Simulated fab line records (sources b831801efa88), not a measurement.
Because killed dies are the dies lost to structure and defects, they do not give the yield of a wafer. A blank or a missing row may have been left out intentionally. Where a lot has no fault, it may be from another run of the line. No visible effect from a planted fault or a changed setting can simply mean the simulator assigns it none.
fab line records	flow sky130	part 1 of 2: steps 1 to 23 of 33
[record] lots = 5	wafers = 15	last_day = 50
route steps=708 shown METAL4@630 VIA4@639 METAL5@661
lots that met no fault: from a run of the same line without faults
start_h: the number of hours between the record's first day and the start of the first shown wafer of the lot	wait_h: hours elapsed since this lot's preceding step	" unchanged from the row above	L1.1+2: a single row standing in for several wafers	- no value, or no start was given	* or withheld: withheld	< > ~ a bound
route shown NAME@n: NAME is a module with steps in the file, n the number in the route of the first one	usual: mean and standard deviation over wafers with no fault	same: alike in all rows	chamber/n: place in a boat	sites: each site's reading	_std_site: standard deviation of those values	_edge_site: outer sites' mean less inner sites'	radius_mm: how far each site lies from the wafer's centre	mask NAME#n: copy n	behind: tool/chamber where the wafer was last shaped	hold: why the lot was held/for how many hours/how that ended	device: the transistor (n, p or np) that didn't switch	end of line: at the end of the route, the tests of the same wafers	step lacking rows: just its recipe	killed: the dies lost at the first sort to structure and to defects; this is not the yield of the wafer	map: per-die view of a wafer (x killed, . not killed, _ where there is no die)
set.NAME: the setting the step ran with; set.NAME@STEP: the setting that earlier step ran with	model.NAME: the simulator's own value behind a step, which no gauge read
lots seen at some steps along the route; tables by step, rows by wafer
services: the hour from which a tool's chamber was out of use, counted from the record's first day as start_h (under 0 if before that day), plus the number of hours and why
[[steps]]
[step SKY_METAL4_OVL_MEAS_14]
[usual] METAL4_OVL = 6/4.8
lot.wafer	tool	chamber	start_h	wait_h	METAL4_OVL[nm]
L083.2	overlay-01	-	1080.33	0.1	4
L083.3	"	-	"	"	7
L083.6	"	-	"	"	1
L081.2	overlay-01	-	1080.86	0.1	10
L081.5	"	-	"	"	4
L081.6	"	-	"	"	3
L082.2	overlay-02	-	1082.11	0.1	1
L082.3	"	-	"	"	-1
L082.6	"	-	"	"	1
L093.1	overlay-02	-	1094.71	0.1	9
L093.3	"	-	"	"	6
L093.4	"	-	"	"	14
L097.1	overlay-02	-	1118.73	0.1	6
L097.2	"	-	"	"	1
L097.5	"	-	"	"	8
[step SKY_METAL4_DESCUM_15]
[recipe] chemistry = O2	source_power_w = 150	bias_power_w = 0	pressure_mtorr = 10	temp_c = 40	time_s = 8
[usual] chamber_pressure_mTorr = 9.999/0.0087	drypump_motor_current_A = 5.8/0.47	he_backside_leak_sccm = 3.29/0.18	oes_product_au = 1.002/0.011
lot.wafer	tool	chamber	start_h	wait_h	chamber_pressure_mTorr	drypump_motor_current_A	he_backside_leak_sccm	oes_product_au	rf_hours_counter_h
L083.2	rie_metal-04	1	1080.36	0.0	10.005	5.2	3.39	0.985	19
L083.3	"	0	"	"	9.999	5.8	2.99	1.000	-
L083.6	"	0	"	"	10.000	5.9	3.04	1.013	-
L081.2	rie_metal-02	1	1080.89	0.0	10.004	5.3	3.04	1.020	15
L081.5	"	0	"	"	10.000	6.5	3.31	0.998	-
L081.6	"	1	"	"	10.004	5.3	3.14	1.012	-
L082.2	rie_metal-02	0	1082.14	0.0	10.012	6.5	3.42	0.993	18
L082.3	"	1	"	"	9.994	5.3	3.10	1.025	-
L082.6	"	1	"	"	9.987	5.3	3.00	1.020	-
L093.1	rie_metal-03	1	1094.75	0.0	9.990	5.6	3.44	0.992	13
L093.3	"	0	"	"	9.990	6.3	3.07	0.999	-
L093.4	"	1	"	"	9.995	5.6	3.38	1.000	-
L097.1	rie_metal-03	0	1118.76	0.0	9.995	6.3	3.15	0.995	18
L097.2	"	1	"	"	10.021	5.6	3.60	0.986	15
L097.5	"	0	"	"	10.001	6.3	3.11	0.985	-
[step SKY_METAL4_ETCH_16]
[recipe] chemistry = N2/H2	target = BARC	ion_energy_ev = 200	bias_w = 100	pressure_mtorr = 30	n2_flow_sccm = 100	h2_flow_sccm = 200	icp_w = 500	stop_on = SiO2	time_s = 88.2	target_depth_a = 600
[usual] chamber_pressure_mTorr = 30.003/0.027	drypump_motor_current_A = 5.8/0.47	he_backside_leak_sccm = 3.29/0.26	n2_flow_sccm = 100.01/0.29	oes_product_au = 0.626/0.0045	throttle_valve_pct = 13.205/0.0092
lot.wafer	tool	chamber	start_h	wait_h	chamber_pressure_mTorr	drypump_motor_current_A	he_backside_leak_sccm	n2_flow_sccm	oes_product_au	rf_hours_counter_h	throttle_valve_pct
L083.2	rie_metal-04	1	1080.39	0.0	29.949	5.3	3.22	100.29	0.621	19	13.201
L083.3	"	0	"	"	30.024	5.9	3.16	99.89	0.625	-	13.189
L083.6	"	0	"	"	29.972	5.9	3.27	99.41	0.627	-	13.212
L081.2	rie_metal-02	1	1080.92	0.0	29.986	5.3	2.96	99.83	0.626	15	13.213
L081.5	"	0	"	"	29.986	6.5	3.34	100.06	0.631	-	13.205
L081.6	"	1	"	"	30.014	5.3	2.96	100.16	0.620	-	13.205
L082.2	rie_metal-02	0	1082.17	0.0	30.002	6.5	3.33	99.94	0.628	18	13.204
L082.3	"	1	"	"	29.958	5.3	3.19	100.09	0.623	-	13.201
L082.6	"	1	"	"	30.006	5.3	3.29	99.93	0.622	-	13.200
L093.1	rie_metal-03	1	1094.78	0.0	30.032	5.6	3.32	99.98	0.625	13	13.177
L093.3	"	0	"	"	30.005	6.3	3.13	100.39	0.629	-	13.198
L093.4	"	1	"	"	29.997	5.6	3.37	99.84	0.626	-	13.207
L097.1	rie_metal-03	0	1118.79	0.0	29.934	6.3	3.02	100.04	0.626	18	13.219
L097.2	"	1	"	"	29.993	5.6	3.41	99.74	0.632	15	13.203
L097.5	"	0	"	"	30.022	6.3	2.90	99.85	0.623	-	13.205
[step SKY_METAL4_ETCH_17]
[recipe] target = SiO2	stop_on = TiN	chemistry = C4F8/O2/Ar	source_w = 1500	bias_w = 1200	pressure_mtorr = 40	c4f8_flow_sccm = withheld	O2_flow_sccm = 6	Ar_flow_sccm = 300	time_s = 3.9	target_depth_a = 150
[usual] chamber_pressure_mTorr = 40.00/0.036	oes_product_au = 0.755/0.0083
lot.wafer	tool	chamber	start_h	wait_h	chamber_pressure_mTorr	oes_product_au
L083.2	rie_diel-01	2	1080.49	0.1	40.00	0.746
L083.3	"	0	"	"	39.99	0.752
L083.6	"	2	"	"	40.00	0.754
L081.2	rie_diel-02	3	1081.02	0.1	40.07	0.764
L081.5	"	2	"	"	39.96	0.768
L081.6	"	3	"	"	40.01	0.769
L082.2	rie_diel-02	1	1082.27	0.1	40.05	0.748
L082.3	"	0	"	"	40.02	0.752
L082.6	"	1	"	"	40.04	0.771
L093.1	rie_diel-02	3	1094.88	0.1	39.97	0.748
L093.3	"	0	"	"	39.95	0.748
L093.4	"	1	"	"	39.99	0.758
L097.1	rie_diel-03	0	1118.89	0.1	40.02	0.748
L097.2	"	1	"	"	40.00	0.745
L097.5	"	2	"	"	40.06	0.754
[step SKY_METAL4_METAL_ETCH_18]
[recipe] target_depth_a = 8450	stop_on = SiO2	over_etch_frac = 0.3	time_s = 183.1	chemistry = Cl2/BCl3	resist_sidewall_deg = 88	pressure_mtorr = 10	icp_w = 900	bias_w = 48.5	Cl2_flow_sccm = 60	bcl3_flow_sccm = 30
[usual] chamber_pressure_mTorr = 10.001/0.0085	drypump_motor_current_A = 5.8/0.43	he_backside_leak_sccm = 3.30/0.29	oes_product_au = 0.863/0.0075	throttle_valve_pct = 22.264/0.0083
lot.wafer	tool	chamber	start_h	wait_h	chamber_pressure_mTorr	drypump_motor_current_A	he_backside_leak_sccm	oes_product_au	rf_hours_counter_h	throttle_valve_pct
L083.2	rie_metal-03	1	1080.51	0.0	9.998	5.6	3.55	0.873	11	22.271
L083.3	"	1	"	"	10.008	5.6	3.50	0.855	-	22.288
L083.6	"	1	"	"	10.008	5.6	3.50	0.869	-	22.255
L081.2	rie_metal-04	0	1081.04	0.0	9.990	5.9	3.32	0.863	18	22.267
L081.5	"	0	"	"	9.999	5.9	3.23	0.861	-	22.252
L081.6	"	1	"	"	9.998	5.2	3.39	0.858	-	22.281
L082.2	rie_metal-03	0	1082.29	0.0	9.999	6.3	3.07	0.855	15	22.258
L082.3	"	1	"	"	9.996	5.6	3.51	0.865	-	22.269
L082.6	"	0	"	"	10.007	6.3	3.02	0.864	-	22.266
L093.1	rie_metal-04	1	1094.90	0.0	9.995	5.2	3.38	0.857	21	22.264
L093.3	"	1	"	"	9.993	5.2	3.38	0.865	-	22.264
L093.4	"	0	"	"	9.997	5.9	3.24	0.861	-	22.264
L097.1	rie_metal-04	1	1118.91	0.0	10.006	5.2	3.29	0.870	22	22.265
L097.2	"	0	"	"	10.008	5.9	3.16	0.854	21	22.256
L097.5	"	1	"	"	9.998	5.2	3.29	0.868	-	22.264
[step SKY_METAL4_STRIP_19]
[recipe] chemistry = O2/N2	power_w = 1400	pressure_mtorr = 1500	platen_temp_c = withheld	o2_flow_sccm = 3000	n2_flow_sccm = 300	overash_fraction = 0.5
[usual] chamber_pressure_mTorr = 1499.6/1.4	drypump_motor_current_A = 5.8/0.62	n2_flow_sccm = 299.9/0.94	o2_flow_sccm = 3001/8.4	oes_product_au = 0.502/0.0064	strip_time_to_endpoint_s = 6.51/0.099
lot.wafer	tool	chamber	start_h	wait_h	chamber_pressure_mTorr	drypump_motor_current_A	n2_flow_sccm	o2_flow_sccm	oes_product_au	rf_hours_counter_h	strip_time_to_endpoint_s
L083.2	plasma_asher-04	1	1080.68	0.1	1499.5	6.5	300.4	2988	0.508	36	6.58
L083.3	"	1	"	"	1501.2	6.5	301.4	2995	0.507	-	6.63
L083.6	"	1	"	"	1499.6	6.5	300.5	3004	0.510	-	6.65
L081.2	plasma_asher-02	0	1081.21	0.1	1499.3	6.7	299.8	3013	0.496	1	6.41
L081.5	"	0	"	"	1501.1	6.7	300.5	3023	0.497	-	6.41
L081.6	"	1	"	"	1500.8	5.3	300.0	2992	0.504	-	6.56
L082.2	plasma_asher-02	0	1082.46	0.1	1499.5	6.8	301.5	2993	0.506	1	6.48
L082.3	"	1	"	"	1499.9	5.3	299.1	3003	0.508	-	6.59
L082.6	"	0	"	"	1498.7	6.7	300.8	3005	0.495	-	6.51
L093.1	plasma_asher-02	0	1095.07	0.1	1499.9	6.8	299.5	2996	0.505	3	6.60
L093.3	"	1	"	"	1497.2	5.3	299.7	2996	0.503	-	6.54
L093.4	"	0	"	"	1498.6	6.8	299.1	3000	0.498	-	6.45
L097.1	plasma_asher-04	0	1119.09	0.1	1498.4	5.3	300.6	2993	0.505	39	6.65
L097.2	"	1	"	"	1498.2	6.4	299.0	2999	0.510	39	6.55
L097.5	"	1	"	"	1500.5	6.5	298.8	3012	0.504	-	6.59
[step SKY_METAL4_STRIP_20]
[recipe] chemistry = post_etch_residue_remover	time_s = 1200	temp_c = 72.5
lot.wafer	tool	chamber	start_h	wait_h
L083.2+3+6	wet_bench-02	3	1080.78	0.1
L081.2+5+6	wet_bench-02	2	1081.31	0.1
L082.2+3+6	wet_bench-04	2	1082.56	0.1
L093.1+3+4	wet_bench-04	0	1095.17	0.1
L097.1+2+5	wet_bench-01	2	1119.19	0.1
[step SKY_METAL4_CLEAN_21]
[recipe] chemistry = IPA	time_s = 180	temp_c = 25
lot.wafer	tool	chamber	start_h	wait_h
L083.2+3+6	wet_bench-04	3	1081.13	0.0
L081.2+5+6	wet_bench-04	0	1081.66	0.0
L082.2+3+6	wet_bench-04	1	1082.94	0.0
L093.1+3+4	wet_bench-01	1	1095.55	0.0
L097.1+2+5	wet_bench-01	1	1119.56	0.0
[step SKY_METAL4_CLEAN_22]
[recipe] chemistry = O3/DIW	dry = n2_spin
lot.wafer	tool	chamber	start_h	wait_h
L083.2+3+6	wet_bench-02	0	1081.19	0.0
L081.2+5+6	wet_bench-02	2	1081.72	0.0
L082.2+3+6	wet_bench-04	2	1083.00	0.0
L093.1+3+4	wet_bench-02	1	1095.61	0.0
L097.1+2+5	wet_bench-01	2	1119.63	0.0
[step SKY_VIA4_HDPCVD_00]
[recipe] material = SiO2	target_thk_nm = 1750	sigma_open_frac = 0.3	time_s = 291.7	temp_c = 400	sih4_flow_sccm = 60	pressure_mtorr = 6
[usual] sih4_flow_sccm = 60.00/0.17
lot.wafer	tool	chamber	start_h	wait_h	sih4_flow_sccm
L083.2	hdpcvd-01	2	1081.28	0.0	60.19
L083.3	"	0	"	"	59.92
L083.6	"	2	"	"	59.90
L081.2	hdpcvd-01	1	1081.81	0.0	60.03
L081.5	"	1	"	"	60.46
L081.6	"	2	"	"	59.76
L082.2	hdpcvd-01	2	1083.10	0.0	60.18
L082.3	"	1	"	"	59.97
L082.6	"	1	"	"	59.84
L093.1	hdpcvd-02	2	1095.70	0.0	60.11
L093.3	"	2	"	"	60.07
L093.4	"	1	"	"	60.08
L097.1	hdpcvd-02	0	1119.73	0.0	60.08
L097.2	"	2	"	"	59.73
L097.5	"	1	"	"	60.16
[step SKY_VIA4_THK_MEAS_01]
[recipe] reads = SiO2_of_VIA4_HDPCVD_00
[usual] VIA4_HDPCVD_THK = 1762/19
lot.wafer	tool	chamber	start_h	wait_h	VIA4_HDPCVD_THK[nm]
L083.2	film_metro-03	-	1081.47	0.1	1764
L083.3	"	-	"	"	1769
L083.6	"	-	"	"	1757
L081.2	film_metro-02	-	1082.00	0.1	1774
L081.5	"	-	"	"	1775
L081.6	"	-	"	"	1745
L082.2	film_metro-01	-	1083.29	0.1	1749
L082.3	"	-	"	"	1783
L082.6	"	-	"	"	1759
L093.1	film_metro-02	-	1095.97	0.2	1770
L093.3	"	-	"	"	1751
L093.4	"	-	"	"	1720
L097.1	film_metro-03	-	1119.90	0.1	1798
L097.2	"	-	"	"	1792
L097.5	"	-	"	"	1766
[step SKY_VIA4_CMP_02]
[recipe] material = SiO2	down_force_psi = 4	platen_rpm = 60	pad_velocity_m_s = 0.94248
[usual] motor_current_A = 12.2/1.3	retaining_ring_pressure_frac = 1.000/0.0049	slurry_filter_dp_kPa = 13.48/0.13
lot.wafer	tool	chamber	start_h	wait_h	motor_current_A	retaining_ring_pressure_frac	slurry_filter_dp_kPa
L083.2	cmp-02	2	1081.57	0.1	11.6	0.997	13.75
L083.3	"	3	"	"	12.5	0.998	13.40
L083.6	"	1	"	"	11.6	1.008	13.52
L081.2	cmp-01	2	1082.23	0.2	15.0	0.993	13.42
L081.5	"	3	"	"	11.9	1.000	13.33
L081.6	"	0	"	"	13.6	1.002	13.56
L082.3	cmp-01	2	1083.39	0.1	14.6	1.002	13.42
L082.2	"	0	"	"	13.0	0.993	13.42
L082.6	"	2	"	"	14.2	0.993	13.58
L093.3	cmp-01	1	1096.03	0.0	10.6	1.001	13.65
L093.1	"	2	"	"	14.4	1.001	13.43
L093.4	"	3	"	"	11.9	1.008	13.58
L097.1	cmp-01	2	1120.01	0.1	14.6	0.994	13.47
L097.2	"	3	"	"	11.2	0.997	13.47
L097.5	"	2	"	"	15.1	0.998	13.61
[step SKY_VIA4_BOW_MEAS_03]
[recipe] mode = bow
[usual] VIA4_BOW = 80/8.6
lot.wafer	tool	chamber	start_h	wait_h	VIA4_BOW[um]
L083.2	film_metro-03	-	1081.84	0.2	81
L083.3	"	-	"	"	71
L083.6	"	-	"	"	72
L081.2	film_metro-03	-	1082.40	0.1	80
L081.5	"	-	"	"	92
L081.6	"	-	"	"	95
L082.2	film_metro-01	-	1083.66	0.1	98
L082.3	"	-	"	"	85
L082.6	"	-	"	"	78
L093.1	film_metro-01	-	1096.33	0.2	80
L093.3	"	-	"	"	89
L093.4	"	-	"	"	91
L097.1	film_metro-02	-	1120.26	0.2	81
L097.2	"	-	"	"	93
L097.5	"	-	"	"	85
[step SKY_VIA4_DEHYDRATE_04]
[recipe] temp_c = 200	time_s = 60
lot.wafer	tool	chamber	start_h	wait_h
L083.2+3+6	litho_track-03	0	1091.23	9.4
L081.2+5+6	litho_track-04	0	1091.53	9.1
L082.2+3+6	litho_track-04	0	1093.03	9.3
L093.1+3+4	litho_track-01	0	1105.86	9.5
L097.1+2+5	litho_track-04	0	1129.90	9.6
[step SKY_VIA4_HMDS_05]
[recipe] prime_time_s = 60	prime_temp_c = 120
lot.wafer	tool	chamber	start_h	wait_h
L083.2+3+6	litho_track-03	0	1091.38	0.1
L081.2+5+6	litho_track-04	0	1091.68	0.1
L082.2+3+6	litho_track-04	0	1093.18	0.1
L093.1+3+4	litho_track-01	0	1106.01	0.1
L097.1+2+5	litho_track-04	0	1130.05	0.1
[step SKY_VIA4_COAT_06]
[recipe] resist = NOVOLAK	spin_rpm = 3000	resist_thk_nm = 1140
lot.wafer	tool	chamber	start_h	wait_h
L083.2+3+6	litho_track-03	0	1091.53	0.1
L081.2+5+6	litho_track-04	0	1091.83	0.1
L082.2+3+6	litho_track-04	0	1093.33	0.1
L093.1+3+4	litho_track-01	0	1106.16	0.1
L097.1+2+5	litho_track-04	0	1130.20	0.1
[step SKY_VIA4_SOFTBAKE_07]
[recipe] temp_c = 90	time_s = 60	resist = NOVOLAK
lot.wafer	tool	chamber	start_h	wait_h
L083.2+3+6	litho_track-03	0	1091.68	0.1
L081.2+5+6	litho_track-04	0	1091.98	0.1
L082.2+3+6	litho_track-04	0	1093.48	0.1
L093.1+3+4	litho_track-01	0	1106.31	0.1
L097.1+2+5	litho_track-04	0	1130.35	0.1
[step SKY_VIA4_EXPOSE_08]
[recipe] mask_id = VIM4	na = 0.6	source_shape = conventional	sigma_outer = 0.6	polarization = unpolarized	target_cd_nm = 800	dose_mj = 132
[usual] exposure_dose_mJ_cm2 = 132.01/0.11	focus_offset_nm = -0.1/0.54
lot.wafer	tool	chamber	start_h	wait_h	mask	exposure_dose_mJ_cm2	focus_offset_nm
L083.2	iline_stepper-01	0	-	-	VIM4#0	132.03	-0.6
L083.3	"	0	"	"	VIM4#0	132.01	-0.9
L083.6	"	0	"	"	VIM4#0	131.99	-0.8
L081.2	iline_stepper-02	0	-	-	VIM4#0	132.13	0.5
L081.5	"	0	"	"	VIM4#0	132.05	0.5
L081.6	"	0	"	"	VIM4#0	131.97	-0.6
L082.2	iline_stepper-01	0	-	-	VIM4#0	131.98	0.3
L082.3	"	0	"	"	VIM4#0	131.99	-0.5
L082.6	"	0	"	"	VIM4#0	131.71	1.2
L093.1	iline_stepper-01	0	-	-	VIM4#0	132.16	-0.8
L093.3	"	0	"	"	VIM4#0	131.97	-0.1
L093.4	"	0	"	"	VIM4#0	132.13	-0.4
L097.1	iline_stepper-01	0	-	-	VIM4#0	132.03	0.1
L097.2	"	0	"	"	VIM4#0	132.28	-0.1
L097.5	"	0	"	"	VIM4#0	132.16	0.2
[step SKY_VIA4_PEB_09]
[recipe] temp_c = withheld	time_s = *	resist = NOVOLAK
lot.wafer	tool	chamber	start_h	wait_h
L083.2+3+6	litho_track-01	0	-	-
L081.2+5+6	litho_track-04	0	-	-
L082.2+3+6	litho_track-03	0	-	-
L093.1+3+4	litho_track-03	0	-	-
L097.1+2+5	litho_track-04	0	-	-
[step SKY_VIA4_DEVELOP_10]
[recipe] resist = NOVOLAK	developer = TMAH	develop_time_s = 60	dev_temp_c = 23
lot.wafer	tool	chamber	start_h	wait_h
L083.2+3+6	litho_track-01	0	1101.44	0.1
L081.2+5+6	litho_track-04	0	1102.18	0.1
L082.2+3+6	litho_track-03	0	1103.53	0.1
L093.1+3+4	litho_track-03	0	1116.36	0.1
L097.1+2+5	litho_track-04	0	1140.15	0.1
[step SKY_VIA4_OVL_MEAS_11]
[usual] VIA4_OVL = 0.1/1.5
lot.wafer	tool	chamber	start_h	wait_h	VIA4_OVL[nm]
L083.2	overlay-01	-	1101.57	0.1	2.1
L083.3	"	-	"	"	-0.4
L083.6	"	-	"	"	-0.1
L081.2	overlay-01	-	1102.31	0.1	1.1
L081.5	"	-	"	"	3.4
L081.6	"	-	"	"	1.1
L082.2	overlay-01	-	1103.66	0.1	-2.0
L082.3	"	-	"	"	-2.7
L082.6	"	-	"	"	-2.7
L093.1	overlay-01	-	1116.51	0.1	2.1
L093.3	"	-	"	"	1.5
L093.4	"	-	"	"	1.5
L097.1	overlay-02	-	1140.30	0.1	0.0
L097.2	"	-	"	"	-2.3
L097.5	"	-	"	"	0.4
[step SKY_VIA4_ETCH_12]
[recipe] target = SiO2	chemistry = C4F8/O2/Ar	stop_on = TiN	mask_material = NOVOLAK	source_w = 1500	bias_w = 1200	pressure_mtorr = 40	c4f8_flow_sccm = withheld	O2_flow_sccm = 6	Ar_flow_sccm = 300	time_s = withheld	target_depth_a = 5800
[usual] chamber_pressure_mTorr = 40.00/0.038	oes_product_au = 0.926/0.0045
lot.wafer	tool	chamber	start_h	wait_h	chamber_pressure_mTorr	oes_product_au
L083.2	rie_diel-01	1	1101.60	0.0	40.03	0.927
L083.3	"	0	"	"	40.00	0.924
L083.6	"	1	"	"	39.99	0.924
L081.2	rie_diel-03	1	1102.34	0.0	40.05	0.919
L081.5	"	3	"	"	40.02	0.930
L081.6	"	1	"	"	40.05	0.928
L082.2	rie_diel-01	3	1103.69	0.0	40.00	0.931
L082.3	"	0	"	"	40.02	0.919
L082.6	"	0	"	"	40.02	0.931
L093.1	rie_diel-03	2	1116.54	0.0	40.01	0.935
L093.3	"	0	"	"	39.97	0.933
L093.4	"	1	"	"	40.02	0.923
L097.1	rie_diel-04	3	1140.34	0.0	40.00	0.923
L097.2	"	2	"	"	40.04	0.926
L097.5	"	2	"	"	39.96	0.922
[step SKY_VIA4_STRIP_13]
[recipe] chemistry = O2/N2	power_w = 1400	pressure_mtorr = 1500	platen_temp_c = withheld	o2_flow_sccm = 3000	n2_flow_sccm = 300	overash_fraction = 0.5
[usual] chamber_pressure_mTorr = 1500.3/1.4	drypump_motor_current_A = 5.8/0.64	n2_flow_sccm = 300.1/0.86	o2_flow_sccm = 2999/9.2	oes_product_au = 0.709/0.0045	strip_time_to_endpoint_s = 12.802/0.03
lot.wafer	tool	chamber	start_h	wait_h	chamber_pressure_mTorr	drypump_motor_current_A	n2_flow_sccm	o2_flow_sccm	oes_product_au	rf_hours_counter_h	strip_time_to_endpoint_s
L083.2	plasma_asher-02	1	1101.67	-	1499.3	5.3	301.1	3010	0.707	4	12.806
L083.3	"	1	"	"	1501.8	5.3	300.5	3013	0.707	-	12.828
L083.6	"	0	"	"	1499.7	6.7	299.2	3009	0.707	-	12.799
L081.2	plasma_asher-01	1	1102.41	-	1499.5	5.6	298.4	2993	0.707	88	12.801
L081.5	"	0	"	"	1500.2	5.3	300.5	3001	0.717	-	12.788
L081.6	"	1	"	"	1498.3	5.6	300.5	2994	0.713	-	12.762
L082.2	plasma_asher-02	0	1103.77	-	1498.1	6.7	300.5	2988	0.714	4	12.787
L082.3	"	1	"	"	1499.6	5.4	300.7	3009	0.711	-	12.815
L082.6	"	1	"	"	1502.0	5.4	300.8	2998	0.713	-	12.834
L093.1	plasma_asher-03	1	1116.62	-	1502.8	4.9	300.6	2998	0.719	71	12.804
L093.3	"	0	"	"	1500.7	5.8	297.8	2990	0.703	-	12.830
L093.4	"	1	"	"	1497.6	4.9	299.8	3010	0.714	-	12.806
L097.1	plasma_asher-01	1	1140.41	-	1499.4	5.6	300.7	2974	0.718	91	12.804
L097.2	"	0	"	"	1498.4	5.3	299.4	3004	0.716	91	12.803
L097.5	"	0	"	"	1501.5	5.3	299.4	3005	0.710	-	12.806
